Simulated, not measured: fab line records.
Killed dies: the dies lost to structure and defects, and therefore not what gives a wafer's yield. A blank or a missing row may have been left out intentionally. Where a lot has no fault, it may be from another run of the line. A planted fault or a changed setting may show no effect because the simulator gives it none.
Which tool was responsible? / flow gf180mcu / Sampling: 13 lots, 39 wafers, 6 of 602 route steps

== WHAT THE GAUGES SHOWED, per wafer ==
GF_MVPSD_TW_MEAS_11.
lot=L690; measured=day 4 23:10; on=film_metro-03; MVPSD_TW=557 553 557
lot=L691; measured=day 5 05:20; on=film_metro-04; MVPSD_TW=548 547 546
lot=L693; measured=day 5 19:21; on=film_metro-04; MVPSD_TW=549 550 549
lot=L694; measured=day 6 00:36; on=film_metro-01; MVPSD_TW=551 555 552
lot=L695; measured=day 6 07:45; on=film_metro-01; MVPSD_TW=554 554 552
lot=L697; measured=day 6 17:34; on=film_metro-01; MVPSD_TW=553 553 552
lot=L698; measured=day 7 01:07; on=film_metro-03; MVPSD_TW=671 669 675
lot=L702; measured=day 8 00:17; on=film_metro-04; MVPSD_TW=550 546 550
lot=L703; measured=day 8 08:07; on=film_metro-01; MVPSD_TW=667 667 665
lot=L708; measured=day 9 17:21; on=film_metro-03; MVPSD_TW=559 558 558
lot=L709; measured=day 9 23:49; on=film_metro-04; MVPSD_TW=550 549 550
lot=L712; measured=day 10 17:03; on=film_metro-01; MVPSD_TW=559 559 559
lot=L713; measured=day 11 01:32; on=film_metro-01; MVPSD_TW=553 554 553

GF_VT_IMPLANT_TW_MEAS_21.
lot=L690; measured=day 6 04:22; on=film_metro-02; VT_IMPLANT_2_TW=1194 1195 1189
lot=L691; measured=day 6 09:36; on=film_metro-02; VT_IMPLANT_2_TW=1198 1195 1195
lot=L693; measured=day 7 00:32; on=film_metro-04; VT_IMPLANT_2_TW=1210 1210 1207
lot=L694; measured=day 7 06:05; on=film_metro-04; VT_IMPLANT_2_TW=1209 1208 1208
lot=L695; measured=day 7 13:48; on=film_metro-04; VT_IMPLANT_2_TW=1207 1204 1215
lot=L697; measured=day 8 00:36; on=film_metro-02; VT_IMPLANT_2_TW=1181 1192 1193
lot=L698; measured=day 8 09:14; on=film_metro-02; VT_IMPLANT_2_TW=1194 1188 1186
lot=L702; measured=day 9 09:35; on=film_metro-04; VT_IMPLANT_2_TW=1205 1207 1207
lot=L703; measured=day 9 17:16; on=film_metro-01; VT_IMPLANT_2_TW=1213 1215 1212
lot=L708; measured=day 11 05:26; on=film_metro-02; VT_IMPLANT_2_TW=1202 1196 1198
lot=L709; measured=day 11 12:06; on=film_metro-04; VT_IMPLANT_2_TW=1198 1198 1199
lot=L712; measured=day 12 06:38; on=film_metro-02; VT_IMPLANT_2_TW=1200 1198 1197
lot=L713; measured=day 12 15:56; on=film_metro-02; VT_IMPLANT_2_TW=1196 1194 1196

GF_VT_IMPLANT_OVL_MEAS_40.
lot=L690; measured=day 7 09:55; on=overlay-02; VT_IMPLANT_03_OVL (nm)=-0.9 -1.5 -2.4
lot=L691; measured=day 7 16:22; on=overlay-01; VT_IMPLANT_03_OVL (nm)=-0.5 1.2 -1.5
lot=L693; measured=day 8 08:05; on=overlay-02; VT_IMPLANT_03_OVL (nm)=-1.8 -1.8 -2.4
lot=L694; measured=day 8 14:34; on=overlay-02; VT_IMPLANT_03_OVL (nm)=-0.1 -1.9 -1.0
lot=L695; measured=day 8 22:11; on=overlay-02; VT_IMPLANT_03_OVL (nm)=-0.9 -0.8 -3.0
lot=L697; measured=day 9 09:36; on=overlay-02; VT_IMPLANT_03_OVL (nm)=-2.4 -1.9 -2.0
lot=L698; measured=day 9 18:28; on=overlay-02; VT_IMPLANT_03_OVL (nm)=-0.9 -0.5 -1.1
lot=L702; measured=day 10 20:35; on=overlay-02; VT_IMPLANT_03_OVL (nm)=-3.5 -1.8 -0.6
lot=L703; measured=day 11 04:46; on=overlay-01; VT_IMPLANT_03_OVL (nm)=-0.8 -0.7 0.0
lot=L708; measured=day 12 20:53; on=overlay-01; VT_IMPLANT_03_OVL (nm)=-0.3 -1.4 -1.9
lot=L709; measured=day 13 03:46; on=overlay-02; VT_IMPLANT_03_OVL (nm)=-2.3 -3.4 -2.0
lot=L712; measured=day 13 23:09; on=overlay-02; VT_IMPLANT_03_OVL (nm)=-0.5 -2.3 -0.9
lot=L713; measured=day 14 09:22; on=overlay-02; VT_IMPLANT_03_OVL (nm)=-1.0 0.6 1.1

GF_VT_IMPLANT_RS_MEAS_49: measures by four-point-probe.
lot=L690; measured=day 7 10:49; on=film_metro-03; MVPSD_RS (ohm/sq)=1169.7 1170.8 1169.7
lot=L691; measured=day 7 17:14; on=film_metro-04; MVPSD_RS (ohm/sq)=1174.1 1170.1 1173.4
lot=L693; measured=day 8 08:57; on=film_metro-04; MVPSD_RS (ohm/sq)=1168.6 1165.7 1168.6
lot=L694; measured=day 8 15:25; on=film_metro-03; MVPSD_RS (ohm/sq)=1170.6 1169.0 1167.6
lot=L695; measured=day 8 23:03; on=film_metro-01; MVPSD_RS (ohm/sq)=1168.4 1168.4 1169.7
lot=L697; measured=day 9 10:28; on=film_metro-01; MVPSD_RS (ohm/sq)=1165.3 1164.4 1166.8
lot=L698; measured=day 9 19:19; on=film_metro-01; MVPSD_RS (ohm/sq)=825.9 827.1 822.4
lot=L702; measured=day 10 21:27; on=film_metro-04; MVPSD_RS (ohm/sq)=1171.8 1169.5 1168.6
lot=L703; measured=day 11 05:38; on=film_metro-01; MVPSD_RS (ohm/sq)=825.7 825.3 824.9
lot=L708; measured=day 12 21:45; on=film_metro-01; MVPSD_RS (ohm/sq)=1166.6 1168.2 1171.1
lot=L709; measured=day 13 04:45; on=film_metro-03; MVPSD_RS (ohm/sq)=1167.4 1169.9 1171.3
lot=L712; measured=day 14 00:01; on=film_metro-03; MVPSD_RS (ohm/sq)=1161.7 1166.0 1165.0
lot=L713; measured=day 14 10:13; on=film_metro-01; MVPSD_RS (ohm/sq)=1172.7 1171.9 1170.6

== WHICH TOOL RAN EACH LOT (tool, then ch and the chambers of the sampled wafers, then the start) ==
lot=L690; GF_MVPSD_IMPLANT_08=implanter-03 ch 0, day 4 22:48; GF_VT_IMPLANT_STRIP_20=plasma_asher-02 ch 0,1, day 6 04:17
lot=L691; GF_MVPSD_IMPLANT_08=implanter-03 ch 0, day 5 04:58; GF_VT_IMPLANT_STRIP_20=plasma_asher-04 ch 0,1, day 6 09:29
lot=L693; GF_MVPSD_IMPLANT_08=implanter-01 ch 0, day 5 18:57; GF_VT_IMPLANT_STRIP_20=plasma_asher-02 ch 0,1, day 7 00:26
lot=L694; GF_MVPSD_IMPLANT_08=implanter-01 ch 0, day 6 00:12; GF_VT_IMPLANT_STRIP_20=plasma_asher-01 ch 0,1, day 7 05:59
lot=L695; GF_MVPSD_IMPLANT_08=implanter-01 ch 0, day 6 07:21; GF_VT_IMPLANT_STRIP_20=plasma_asher-04 ch 1, day 7 13:42
lot=L697; GF_MVPSD_IMPLANT_08=implanter-01 ch 0, day 6 17:10; GF_VT_IMPLANT_STRIP_20=plasma_asher-04 ch 0,1, day 8 00:29
lot=L698; GF_MVPSD_IMPLANT_08=implanter-04 ch 0, day 7 00:21; GF_VT_IMPLANT_STRIP_20=plasma_asher-02 ch 0,1, day 8 09:08
lot=L702; GF_MVPSD_IMPLANT_08=implanter-01 ch 0, day 7 23:53; GF_VT_IMPLANT_STRIP_20=plasma_asher-04 ch 0,1, day 9 09:29
lot=L703; GF_MVPSD_IMPLANT_08=implanter-01 ch 0, day 8 07:25; GF_VT_IMPLANT_STRIP_20=plasma_asher-04 ch 0, day 9 17:09
lot=L708; GF_MVPSD_IMPLANT_08=implanter-03 ch 0, day 9 16:57; GF_VT_IMPLANT_STRIP_20=plasma_asher-04 ch 0,1, day 11 05:20
lot=L709; GF_MVPSD_IMPLANT_08=implanter-04 ch 0, day 9 23:27; GF_VT_IMPLANT_STRIP_20=plasma_asher-01 ch 0,1, day 11 12:01
lot=L712; GF_MVPSD_IMPLANT_08=implanter-04 ch 0, day 10 16:39; GF_VT_IMPLANT_STRIP_20=plasma_asher-01 ch 0,1, day 12 06:32
lot=L713; GF_MVPSD_IMPLANT_08=implanter-01 ch 0, day 11 01:08; GF_VT_IMPLANT_STRIP_20=plasma_asher-02 ch 0,1, day 12 15:50
- GF_MVPSD_IMPLANT_08
- GF_VT_IMPLANT_STRIP_20: strips in O2/N2.

== AS READ BY THE TOOLS THEMSELVES (means over the sampled wafers that have a number; for cases with no such wafer, the mark the record gives instead) ==
GF_VT_IMPLANT_STRIP_20.
lot=L690; tool=plasma_asher-02; chamber_pressure_mTorr (mTorr)=1499.2; drypump_motor_current_A (A)=6.2; heater_power_w (W)=354; oes_product_au (a.u.)=0.717; strip_time_to_endpoint_s (s)=12.612
lot=L691; tool=plasma_asher-04; chamber_pressure_mTorr (mTorr)=1498.7; drypump_motor_current_A (A)=5.5; heater_power_w (W)=352; oes_product_au (a.u.)=0.718; strip_time_to_endpoint_s (s)=12.618
lot=L693; tool=plasma_asher-02; chamber_pressure_mTorr (mTorr)=1499.9; drypump_motor_current_A (A)=6.2; heater_power_w (W)=356; oes_product_au (a.u.)=0.714; strip_time_to_endpoint_s (s)=12.597
lot=L694; tool=plasma_asher-01; chamber_pressure_mTorr (mTorr)=1499.6; drypump_motor_current_A (A)=6.3; heater_power_w (W)=304; oes_product_au (a.u.)=0.717; strip_time_to_endpoint_s (s)=12.594
lot=L695; tool=plasma_asher-04; chamber_pressure_mTorr (mTorr)=1498.8; drypump_motor_current_A (A)=5.1; heater_power_w (W)=324; oes_product_au (a.u.)=0.714; strip_time_to_endpoint_s (s)=12.622
lot=L697; tool=plasma_asher-04; chamber_pressure_mTorr (mTorr)=1501.0; drypump_motor_current_A (A)=5.5; heater_power_w (W)=346; oes_product_au (a.u.)=0.721; strip_time_to_endpoint_s (s)=12.600
lot=L698; tool=plasma_asher-02; chamber_pressure_mTorr (mTorr)=1500.5; drypump_motor_current_A (A)=6.2; heater_power_w (W)=358; oes_product_au (a.u.)=0.719; strip_time_to_endpoint_s (s)=12.647
lot=L702; tool=plasma_asher-04; chamber_pressure_mTorr (mTorr)=1498.2; drypump_motor_current_A (A)=5.3; heater_power_w (W)=335; oes_product_au (a.u.)=0.719; strip_time_to_endpoint_s (s)=12.603
lot=L703; tool=plasma_asher-04; chamber_pressure_mTorr (mTorr)=1499.4; drypump_motor_current_A (A)=5.8; heater_power_w (W)=357; oes_product_au (a.u.)=0.717; strip_time_to_endpoint_s (s)=12.595
lot=L708; tool=plasma_asher-04; chamber_pressure_mTorr (mTorr)=1500.1; drypump_motor_current_A (A)=5.6; heater_power_w (W)=343; oes_product_au (a.u.)=0.715; strip_time_to_endpoint_s (s)=12.630
lot=L709; tool=plasma_asher-01; chamber_pressure_mTorr (mTorr)=1500.9; drypump_motor_current_A (A)=6.2; heater_power_w (W)=320; oes_product_au (a.u.)=0.714; strip_time_to_endpoint_s (s)=12.608
lot=L712; tool=plasma_asher-01; chamber_pressure_mTorr (mTorr)=1500.8; drypump_motor_current_A (A)=6.3; heater_power_w (W)=307; oes_product_au (a.u.)=0.722; strip_time_to_endpoint_s (s)=12.618
lot=L713; tool=plasma_asher-02; chamber_pressure_mTorr (mTorr)=1499.9; drypump_motor_current_A (A)=6.2; heater_power_w (W)=356; oes_product_au (a.u.)=0.712; strip_time_to_endpoint_s (s)=12.613

== THE ANSWER, worked out from the rows above alone ==
Rule: what is usual is taken from the lots themselves. The widest of any qualifying gaps counts: lots, ordered by their means at a reading, are off when they make up no more than a third of the lots, leave a main group of 4 or more, and stand apart from it by 3 or more times the standard deviation of that group's means. A main group is skipped when, at the precision printed for the reading in the tables above, its means are all equal. A lot without any number at a reading at which 4 lots or more have one is off too. All remaining lots with rows at the step are treated as sound. Order of review: gauges by route order, followed by the tools' own readings, for which a lot's mean as printed above is used. At the first step where some lot is off, the reading lying furthest off is the one used; lots without a number count as furthest.
Off: at GF_MVPSD_TW_MEAS_11 (MVPSD_TW), L698, L703. Mean 553 and standard deviation 3.7 in the main group.
If a tool, at a process step before that reading, ran all the lots that are off and no sound lot after the first of them, it fits. Those tools and the gauges at GF_MVPSD_TW_MEAS_11 are tried in the same way. None of those tried fits.

== WHAT HAD BEEN PUT IN BY THE SIMULATOR ==
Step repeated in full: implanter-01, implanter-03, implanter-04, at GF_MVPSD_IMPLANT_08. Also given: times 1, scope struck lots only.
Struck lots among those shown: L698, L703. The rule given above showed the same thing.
